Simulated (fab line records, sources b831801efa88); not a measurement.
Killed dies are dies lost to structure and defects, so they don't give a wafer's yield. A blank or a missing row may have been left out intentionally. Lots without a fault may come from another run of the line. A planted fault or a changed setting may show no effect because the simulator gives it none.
Which tool did it? / flow gf180mcu / 72 wafers from 24 lots sampled at 6 of the route's 602 steps

WHAT THE GAUGES SHOWED, per wafer
GF_STI_THK_MEAS_02.
lot=L074; measured=day 1 11:32; on=film_metro-02; STI_OXIDATION_THK (nm)=10.30 10.39 10.32
lot=L075; measured=day 1 16:31; on=film_metro-02; STI_OXIDATION_THK (nm)=10.24 10.25 10.24
lot=L076; measured=day 1 21:54; on=film_metro-01; STI_OXIDATION_THK (nm)=10.28 10.33 10.43
lot=L077; measured=day 2 02:32; on=film_metro-03; STI_OXIDATION_THK (nm)=10.07 10.10 9.95
lot=L078; measured=day 2 07:31; on=film_metro-01; STI_OXIDATION_THK (nm)=10.30 10.32 10.43
lot=L079; measured=day 2 12:53; on=film_metro-01; STI_OXIDATION_THK (nm)=10.47 10.51 10.46
lot=L080; measured=day 2 17:31; on=film_metro-02; STI_OXIDATION_THK (nm)=10.58 10.48 10.39
lot=L081; measured=day 2 22:31; on=film_metro-01; STI_OXIDATION_THK (nm)=10.22 10.47 10.19
lot=L082; measured=day 3 03:42; on=film_metro-01; STI_OXIDATION_THK (nm)=10.17 10.24 9.80
lot=L083; measured=day 3 08:31; on=film_metro-03; STI_OXIDATION_THK (nm)=10.29 10.30 10.21
lot=L084; measured=day 3 13:31; on=film_metro-01; STI_OXIDATION_THK (nm)=10.42 10.20 10.32
lot=L085; measured=day 3 18:31; on=film_metro-01; STI_OXIDATION_THK (nm)=10.26 10.36 10.20
lot=L086; measured=day 3 23:39; on=film_metro-02; STI_OXIDATION_THK (nm)=10.17 10.13 10.31
lot=L087; measured=day 4 04:31; on=film_metro-03; STI_OXIDATION_THK (nm)=10.09 10.21 10.25
lot=L088; measured=day 4 09:59; on=film_metro-02; STI_OXIDATION_THK (nm)=10.61 10.48 10.53
lot=L089; measured=day 4 14:43; on=film_metro-01; STI_OXIDATION_THK (nm)=10.23 10.20 10.11
lot=L090; measured=day 4 19:32; on=film_metro-01; STI_OXIDATION_THK (nm)=10.26 10.18 10.19
lot=L091; measured=day 5 00:31; on=film_metro-01; STI_OXIDATION_THK (nm)=10.43 10.48 10.31
lot=L092; measured=day 5 06:02; on=film_metro-03; STI_OXIDATION_THK (nm)=10.39 10.36 10.40
lot=L093; measured=day 5 10:31; on=film_metro-02; STI_OXIDATION_THK (nm)=10.17 10.33 10.16
lot=L094; measured=day 5 15:31; on=film_metro-03; STI_OXIDATION_THK (nm)=10.35 10.33 10.24
lot=L095; measured=day 5 20:31; on=film_metro-03; STI_OXIDATION_THK (nm)=10.63 10.50 10.56
lot=L096; measured=day 6 01:31; on=film_metro-03; STI_OXIDATION_THK (nm)=10.24 10.25 10.27
lot=L097; measured=day 6 06:32; on=film_metro-02; STI_OXIDATION_THK (nm)=10.72 10.61 10.81

GF_NWELL_TW_MEAS_11.
lot=L074; measured=day 3 08:00; on=film_metro-03; NWELL_TW=1555 1553 1545
lot=L075; measured=day 3 12:50; on=film_metro-03; NWELL_TW=1546 1549 1547
lot=L076; measured=day 3 19:13; on=film_metro-03; NWELL_TW=1552 1552 1557
lot=L077; measured=day 4 00:05; on=film_metro-02; NWELL_TW=1583 1584 1582
lot=L078; measured=day 4 04:44; on=film_metro-02; NWELL_TW=1585 1580 1581
lot=L079; measured=day 4 11:19; on=film_metro-04; NWELL_TW=1565 1549 1561
lot=L080; measured=day 4 15:55; on=film_metro-02; NWELL_TW=1575 1585 1583
lot=L081; measured=day 4 21:08; on=film_metro-04; NWELL_TW=1554 1550 1559
lot=L082; measured=day 5 03:43; on=film_metro-02; NWELL_TW=1571 1570 1574
lot=L083; measured=day 5 10:01; on=film_metro-02; NWELL_TW=1582 1569 1570
lot=L084; measured=day 5 15:37; on=film_metro-02; NWELL_TW=1578 1581 1569
lot=L085; measured=day 5 21:17; on=film_metro-04; NWELL_TW=1580 1572 1579
lot=L086; measured=day 6 00:38; on=film_metro-02; NWELL_TW=1581 1583 1585
lot=L087; measured=day 6 06:53; on=film_metro-02; NWELL_TW=1581 1583 1586
lot=L088; measured=day 6 13:18; on=film_metro-02; NWELL_TW=1585 1586 1584
lot=L089; measured=day 6 19:09; on=film_metro-04; NWELL_TW=1566 1561 1565
lot=L090; measured=day 6 23:30; on=film_metro-03; NWELL_TW=1555 1552 1555
lot=L091; measured=day 7 04:08; on=film_metro-04; NWELL_TW=1570 1562 1557
lot=L092; measured=day 7 12:07; on=film_metro-02; NWELL_TW=1597 1587 1588
lot=L093; measured=day 7 16:14; on=film_metro-03; NWELL_TW=1562 1569 1572
lot=L094; measured=day 7 21:41; on=film_metro-02; NWELL_TW=1585 1587 1586
lot=L095; measured=day 8 03:43; on=film_metro-03; NWELL_TW=1555 1551 1546
lot=L096; measured=day 8 10:02; on=film_metro-03; NWELL_TW=1549 1555 1555
lot=L097; measured=day 8 12:47; on=film_metro-03; NWELL_TW=1546 1553 1550

GF_POLY_GATE_THK_MEAS_17.
lot=L074; measured=day 9 09:09; on=film_metro-04; POLY_GATE_OXIDATION_THK (nm)=3.94 3.95 3.88
lot=L075; measured=day 9 13:56; on=film_metro-03; POLY_GATE_OXIDATION_THK (nm)=4.03 4.10 4.00
lot=L076; measured=day 10 00:25; on=film_metro-01; POLY_GATE_OXIDATION_THK (nm)=3.92 3.99 3.86
lot=L077; measured=day 10 04:46; on=film_metro-03; POLY_GATE_OXIDATION_THK (nm)=3.98 4.02 3.99
lot=L078; measured=day 10 13:19; on=film_metro-03; POLY_GATE_OXIDATION_THK (nm)=4.12 4.08 4.14
lot=L079; measured=day 10 20:20; on=film_metro-01; POLY_GATE_OXIDATION_THK (nm)=4.03 4.01 3.92
lot=L080; measured=day 11 04:10; on=film_metro-03; POLY_GATE_OXIDATION_THK (nm)=4.14 4.03 4.17
lot=L081; measured=day 11 10:50; on=film_metro-04; POLY_GATE_OXIDATION_THK (nm)=4.03 4.10 4.14
lot=L082; measured=day 11 19:20; on=film_metro-01; POLY_GATE_OXIDATION_THK (nm)=3.93 3.87 3.96
lot=L083; measured=day 12 01:39; on=film_metro-01; POLY_GATE_OXIDATION_THK (nm)=4.00 4.00 3.96
lot=L084; measured=day 12 11:30; on=film_metro-03; POLY_GATE_OXIDATION_THK (nm)=4.05 4.11 4.15
lot=L085; measured=day 12 14:14; on=film_metro-03; POLY_GATE_OXIDATION_THK (nm)=4.29 4.25 4.27
lot=L086; measured=day 12 21:52; on=film_metro-03; POLY_GATE_OXIDATION_THK (nm)=4.00 4.01 3.98
lot=L087; measured=day 13 04:46; on=film_metro-01; POLY_GATE_OXIDATION_THK (nm)=3.95 3.94 3.97
lot=L088; measured=day 13 12:17; on=film_metro-03; POLY_GATE_OXIDATION_THK (nm)=4.01 3.96 4.01
lot=L089; measured=day 13 19:13; on=film_metro-01; POLY_GATE_OXIDATION_THK (nm)=4.13 4.21 4.12
lot=L090; measured=day 14 00:37; on=film_metro-04; POLY_GATE_OXIDATION_THK (nm)=4.02 4.08 4.04
lot=L091; measured=day 14 07:55; on=film_metro-04; POLY_GATE_OXIDATION_THK (nm)=3.95 3.98 3.99
lot=L092; measured=day 14 17:00; on=film_metro-04; POLY_GATE_OXIDATION_THK (nm)=4.08 3.95 4.01
lot=L093; measured=day 14 22:55; on=film_metro-04; POLY_GATE_OXIDATION_THK (nm)=4.00 3.97 4.03
lot=L094; measured=day 15 07:53; on=film_metro-01; POLY_GATE_OXIDATION_THK (nm)=3.88 3.99 3.95
lot=L095; measured=day 15 13:27; on=film_metro-01; POLY_GATE_OXIDATION_THK (nm)=4.07 4.04 4.09
lot=L096; measured=day 15 22:19; on=film_metro-04; POLY_GATE_OXIDATION_THK (nm)=4.12 4.03 3.99
lot=L097; measured=day 16 03:59; on=film_metro-03; POLY_GATE_OXIDATION_THK (nm)=3.95 3.91 3.90

GF_V4_THK_MEAS_01.
lot=L074; measured=day 23 15:38; on=film_metro-02; V4_CVD_00_THK (nm)=590 598 593
lot=L075; measured=day 23 19:10; on=film_metro-02; V4_CVD_00_THK (nm)=592 593 600
lot=L076; measured=day 24 11:30; on=film_metro-04; V4_CVD_00_THK (nm)=606 606 602
lot=L077; measured=day 24 15:04; on=film_metro-04; V4_CVD_00_THK (nm)=594 605 597
lot=L078; measured=day 24 22:55; on=film_metro-03; V4_CVD_00_THK (nm)=592 590 601
lot=L079; measured=day 25 11:14; on=film_metro-02; V4_CVD_00_THK (nm)=602 591 603
lot=L080; measured=day 25 17:56; on=film_metro-04; V4_CVD_00_THK (nm)=590 588 594
lot=L081; measured=day 26 04:14; on=film_metro-03; V4_CVD_00_THK (nm)=607 612 614
lot=L082; measured=day 26 10:33; on=film_metro-04; V4_CVD_00_THK (nm)=592 591 587
lot=L083; measured=day 26 15:43; on=film_metro-04; V4_CVD_00_THK (nm)=595 592 603
lot=L084; measured=day 27 02:31; on=film_metro-04; V4_CVD_00_THK (nm)=606 602 597
lot=L085; measured=day 27 07:04; on=film_metro-02; V4_CVD_00_THK (nm)=600 602 594
lot=L086; measured=day 27 17:04; on=film_metro-03; V4_CVD_00_THK (nm)=595 592 592
lot=L087; measured=day 27 22:57; on=film_metro-04; V4_CVD_00_THK (nm)=598 598 597
lot=L088; measured=day 28 05:59; on=film_metro-03; V4_CVD_00_THK (nm)=590 591 589
lot=L089; measured=day 28 15:20; on=film_metro-04; V4_CVD_00_THK (nm)=590 599 597
lot=L090; measured=day 28 18:22; on=film_metro-03; V4_CVD_00_THK (nm)=589 586 593
lot=L091; measured=day 29 01:21; on=film_metro-03; V4_CVD_00_THK (nm)=595 593 590
lot=L092; measured=day 29 10:05; on=film_metro-02; V4_CVD_00_THK (nm)=589 605 603
lot=L093; measured=day 29 15:05; on=film_metro-03; V4_CVD_00_THK (nm)=595 607 599
lot=L094; measured=day 29 22:11; on=film_metro-03; V4_CVD_00_THK (nm)=603 596 606
lot=L095; measured=day 30 04:29; on=film_metro-02; V4_CVD_00_THK (nm)=595 595 601
lot=L096; measured=day 30 12:53; on=film_metro-03; V4_CVD_00_THK (nm)=617 600 614
lot=L097; measured=day 30 16:37; on=film_metro-04; V4_CVD_00_THK (nm)=596 594 594

GF_M5_OVL_MEAS_08.
lot=L074; measured=day 26 11:35; on=overlay-02; M5_OVL (nm)=-10 2 -2
lot=L075; measured=day 26 14:22; on=overlay-02; M5_OVL (nm)=-7 -7 -2
lot=L076; measured=day 27 05:35; on=overlay-02; M5_OVL (nm)=7 -4 3
lot=L077; measured=day 27 09:18; on=overlay-01; M5_OVL (nm)=0 8 -4
lot=L078; measured=day 27 17:26; on=overlay-01; M5_OVL (nm)=-1 8 3
lot=L079; measured=day 28 04:23; on=overlay-01; M5_OVL (nm)=4 -2 5
lot=L080; measured=day 28 10:32; on=overlay-02; M5_OVL (nm)=9 -3 6
lot=L081; measured=day 28 18:47; on=overlay-01; M5_OVL (nm)=-6 5 3
lot=L082; measured=day 29 01:05; on=overlay-02; M5_OVL (nm)=-4 -2 -12
lot=L083; measured=day 29 06:50; on=overlay-01; M5_OVL (nm)=-2 -8 -3
lot=L084; measured=day 29 16:55; on=overlay-01; M5_OVL (nm)=2 6 -3
lot=L085; measured=day 29 21:13; on=overlay-01; M5_OVL (nm)=10 4 -3
lot=L086; measured=day 30 06:22; on=overlay-01; M5_OVL (nm)=4 7 5
lot=L087; measured=day 30 11:40; on=overlay-02; M5_OVL (nm)=-5 -4 1
lot=L088; measured=day 30 18:10; on=overlay-02; M5_OVL (nm)=0 -3 -2
lot=L089; measured=day 31 01:48; on=overlay-02; M5_OVL (nm)=1 -6 -4
lot=L090; measured=day 31 06:15; on=overlay-02; M5_OVL (nm)=7 10 13
lot=L091; measured=day 31 13:14; on=overlay-02; M5_OVL (nm)=5 -9 0
lot=L092; measured=day 31 20:28; on=overlay-01; M5_OVL (nm)=3 3 4
lot=L093; measured=day 32 01:22; on=overlay-02; M5_OVL (nm)=-9 1 8
lot=L094; measured=day 32 07:43; on=overlay-01; M5_OVL (nm)=7 4 4
lot=L095; measured=day 32 12:53; on=overlay-02; M5_OVL (nm)=3 -9 -4
lot=L096; measured=day 32 20:17; on=overlay-01; M5_OVL (nm)=2 12 4
lot=L097; measured=day 32 22:39; on=overlay-02; M5_OVL (nm)=5 7 -2

WHICH TOOL RAN EACH LOT (tool, then ch and the chambers of the sampled wafers, then the start)
lot=L074; GF_M4_STRIP_17=plasma_asher-01 ch 0,1, day 23 14:41
lot=L075; GF_M4_STRIP_17=plasma_asher-01 ch 0,1, day 23 18:33
lot=L076; GF_M4_STRIP_17=plasma_asher-03 ch 0,1, day 24 10:54
lot=L077; GF_M4_STRIP_17=plasma_asher-03 ch 0,1, day 24 14:04
lot=L078; GF_M4_STRIP_17=plasma_asher-01 ch 0,1, day 24 22:16
lot=L079; GF_M4_STRIP_17=plasma_asher-04 ch 0,1, day 25 10:37
lot=L080; GF_M4_STRIP_17=plasma_asher-03 ch 0,1, day 25 17:20
lot=L081; GF_M4_STRIP_17=plasma_asher-04 ch 0,1, day 26 03:38
lot=L082; GF_M4_STRIP_17=plasma_asher-01 ch 0,1, day 26 09:58
lot=L083; GF_M4_STRIP_17=plasma_asher-04 ch 0,1, day 26 15:06
lot=L084; GF_M4_STRIP_17=plasma_asher-01 ch 0,1, day 27 01:54
lot=L085; GF_M4_STRIP_17=plasma_asher-04 ch 0, day 27 06:27
lot=L086; GF_M4_STRIP_17=plasma_asher-01 ch 0,1, day 27 16:28
lot=L087; GF_M4_STRIP_17=plasma_asher-01 ch 0,1, day 27 22:20
lot=L088; GF_M4_STRIP_17=plasma_asher-03 ch 1, day 28 04:58
lot=L089; GF_M4_STRIP_17=plasma_asher-01 ch 0,1, day 28 14:45
lot=L090; GF_M4_STRIP_17=plasma_asher-01 ch 0,1, day 28 17:44
lot=L091; GF_M4_STRIP_17=plasma_asher-04 ch 0,1, day 29 00:34
lot=L092; GF_M4_STRIP_17=plasma_asher-03 ch 0,1, day 29 09:28
lot=L093; GF_M4_STRIP_17=plasma_asher-04 ch 0,1, day 29 14:29
lot=L094; GF_M4_STRIP_17=plasma_asher-03 ch 0,1, day 29 21:35
lot=L095; GF_M4_STRIP_17=plasma_asher-01 ch 0,1, day 30 03:53
lot=L096; GF_M4_STRIP_17=plasma_asher-03 ch 0,1, day 30 12:17
lot=L097; GF_M4_STRIP_17=plasma_asher-01 ch 0,1, day 30 16:01
- GF_M4_STRIP_17: strips in O2/N2.

WHAT THE TOOLS THEMSELVES READ (means of the sampled wafers that have a number; where no wafer has one, the mark that the record gives instead)
GF_M4_STRIP_17.
lot=L074; tool=plasma_asher-01; drypump_motor_current_A (A)=5.4; heater_power_w (W)=314; oes_product_au (a.u.)=0.560; strip_time_to_endpoint_s (s)=7.92
lot=L075; tool=plasma_asher-01; drypump_motor_current_A (A)=5.5; heater_power_w (W)=307; oes_product_au (a.u.)=0.554; strip_time_to_endpoint_s (s)=7.80
lot=L076; tool=plasma_asher-03; drypump_motor_current_A (A)=5.9; heater_power_w (W)=357; oes_product_au (a.u.)=0.557; strip_time_to_endpoint_s (s)=7.88
lot=L077; tool=plasma_asher-03; drypump_motor_current_A (A)=6.0; heater_power_w (W)=357; oes_product_au (a.u.)=0.558; strip_time_to_endpoint_s (s)=7.89
lot=L078; tool=plasma_asher-01; drypump_motor_current_A (A)=5.4; heater_power_w (W)=318; oes_product_au (a.u.)=0.554; strip_time_to_endpoint_s (s)=7.86
lot=L079; tool=plasma_asher-04; drypump_motor_current_A (A)=5.3; heater_power_w (W)=308; oes_product_au (a.u.)=0.563; strip_time_to_endpoint_s (s)=7.88
lot=L080; tool=plasma_asher-03; drypump_motor_current_A (A)=6.0; heater_power_w (W)=357; oes_product_au (a.u.)=0.558; strip_time_to_endpoint_s (s)=7.86
lot=L081; tool=plasma_asher-04; drypump_motor_current_A (A)=5.4; heater_power_w (W)=305; oes_product_au (a.u.)=0.562; strip_time_to_endpoint_s (s)=7.92
lot=L082; tool=plasma_asher-01; drypump_motor_current_A (A)=5.5; heater_power_w (W)=307; oes_product_au (a.u.)=0.556; strip_time_to_endpoint_s (s)=7.91
lot=L083; tool=plasma_asher-04; drypump_motor_current_A (A)=5.3; heater_power_w (W)=302; oes_product_au (a.u.)=0.553; strip_time_to_endpoint_s (s)=7.84
lot=L084; tool=plasma_asher-01; drypump_motor_current_A (A)=5.3; heater_power_w (W)=321; oes_product_au (a.u.)=0.557; strip_time_to_endpoint_s (s)=7.87
lot=L085; tool=plasma_asher-04; drypump_motor_current_A (A)=5.8; heater_power_w (W)=280; oes_product_au (a.u.)=0.559; strip_time_to_endpoint_s (s)=7.93
lot=L086; tool=plasma_asher-01; drypump_motor_current_A (A)=5.4; heater_power_w (W)=315; oes_product_au (a.u.)=0.560; strip_time_to_endpoint_s (s)=7.86
lot=L087; tool=plasma_asher-01; drypump_motor_current_A (A)=5.5; heater_power_w (W)=303; oes_product_au (a.u.)=0.558; strip_time_to_endpoint_s (s)=7.87
lot=L088; tool=plasma_asher-03; drypump_motor_current_A (A)=6.2; heater_power_w (W)=368; oes_product_au (a.u.)=0.561; strip_time_to_endpoint_s (s)=7.90
lot=L089; tool=plasma_asher-01; drypump_motor_current_A (A)=5.3; heater_power_w (W)=316; oes_product_au (a.u.)=0.558; strip_time_to_endpoint_s (s)=7.88
lot=L090; tool=plasma_asher-01; drypump_motor_current_A (A)=5.5; heater_power_w (W)=306; oes_product_au (a.u.)=0.556; strip_time_to_endpoint_s (s)=7.92
lot=L091; tool=plasma_asher-04; drypump_motor_current_A (A)=5.6; heater_power_w (W)=288; oes_product_au (a.u.)=0.559; strip_time_to_endpoint_s (s)=7.86
lot=L092; tool=plasma_asher-03; drypump_motor_current_A (A)=5.9; heater_power_w (W)=356; oes_product_au (a.u.)=0.558; strip_time_to_endpoint_s (s)=7.91
lot=L093; tool=plasma_asher-04; drypump_motor_current_A (A)=5.6; heater_power_w (W)=293; oes_product_au (a.u.)=0.562; strip_time_to_endpoint_s (s)=7.89
lot=L094; tool=plasma_asher-03; drypump_motor_current_A (A)=5.9; heater_power_w (W)=354; oes_product_au (a.u.)=0.559; strip_time_to_endpoint_s (s)=7.85
lot=L095; tool=plasma_asher-01; drypump_motor_current_A (A)=5.4; heater_power_w (W)=313; oes_product_au (a.u.)=0.561; strip_time_to_endpoint_s (s)=7.91
lot=L096; tool=plasma_asher-03; drypump_motor_current_A (A)=5.9; heater_power_w (W)=350; oes_product_au (a.u.)=0.555; strip_time_to_endpoint_s (s)=7.87
lot=L097; tool=plasma_asher-01; drypump_motor_current_A (A)=5.3; heater_power_w (W)=314; oes_product_au (a.u.)=0.554; strip_time_to_endpoint_s (s)=7.81

THE ANSWER, worked out from the rows above alone
Rule: what is usual is taken from the lots themselves. Put in order of their means at a reading, lots are off if they are a third of the lots or fewer, leave a main group of 4 or more, and stand apart from it by a gap of 3 or more times the standard deviation of the main group's means; of several such gaps the widest counts. A main group is skipped when, at the precision printed for the reading in the tables above, its means are all equal. Also off: a lot with no number at a reading for which 4 or more lots have one. Where the step has rows for the other lots, those lots are counted as sound. Order of review: gauges by route order, followed by the tools' own readings, for which a lot's mean as printed above is used. At the first step where some lot is off, the reading lying furthest off is the one used; lots without a number count as furthest.
No lot is off at any reading shown: from this, nothing can be told.

WHAT THE SIMULATOR HAD INSERTED
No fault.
